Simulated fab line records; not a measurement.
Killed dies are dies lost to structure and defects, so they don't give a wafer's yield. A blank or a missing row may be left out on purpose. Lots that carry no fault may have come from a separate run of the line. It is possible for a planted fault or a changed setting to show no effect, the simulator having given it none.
Matching of chambers | flow gf180mcu | cmp-02 running GF_V4_CMP_04: 4 sister chambers
The step polishes SiO2. 8 wafers are shown with their chamber, then 12 later ones without.

== WAFERS PAIRED WITH THEIR CHAMBERS ==
wafer  | chamber | motor current A (A) | retaining ring pressure frac
L079.4 | 0       | 12.0                | 0.990
L079.5 | 0       | 12.2                | 0.998
L086.2 | 2       | 10.5                | 1.009
L089.4 | 1       | 11.6                | 1.003
L089.6 | 2       | 10.5                | 1.003
L091.1 | 3       | 9.5                 | 0.999
L091.4 | 1       | 11.7                | 0.988
L091.6 | 3       | 9.2                 | 1.001

== WAFERS WITH NO CHAMBER GIVEN ==
wafer  | motor current A (A) | retaining ring pressure frac
L094.3 | 9.4                 | 1.009
L094.5 | 10.3                | 1.000
L094.6 | 9.3                 | 1.004
L095.1 | 9.8                 | 0.999
L095.3 | 12.4                | 0.995
L095.6 | 9.3                 | 1.000
L096.2 | 10.6                | 1.000
L096.3 | 12.2                | 0.995
L096.5 | 11.2                | 0.991
L097.1 | 12.1                | 1.003
L097.5 | 10.2                | 0.995
L097.6 | 8.8                 | 0.999

== THE CHAMBER EACH PASSED THROUGH ==
wafer  | from the rows above     | in truth
L094.3 | 3                       | 3
L094.5 | 2                       | 2
L094.6 | 3                       | 3
L095.1 | can't be placed: 3 or 2 | 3
L095.3 | 0                       | 0
L095.6 | 3                       | 3
L096.2 | 2                       | 2
L096.3 | 0                       | 0
L096.5 | 1                       | 1
L097.1 | 0                       | 0
L097.5 | 2                       | 2
L097.6 | 3                       | 3
Placed correctly: 11 of 12. Unplaceable from these rows: 1, with the true chamber sitting among the candidates in 1. Number placed wrongly: 0.
How it was worked out, from the rows above alone: a wafer's distance from a chamber is the root of the sum, over the readings, of the square of ((its reading less the chamber's mean) divided by the reading's scatter). The wafer belongs to the nearest chamber; if the next one is less than 2 further off, it can't be placed. The mean given for a chamber averages the wafers shown for that chamber. The scatter is the square root of a quotient: the sum, over the shown wafers, of each reading's squared deviation from its chamber's mean, divided by wafers minus chambers.
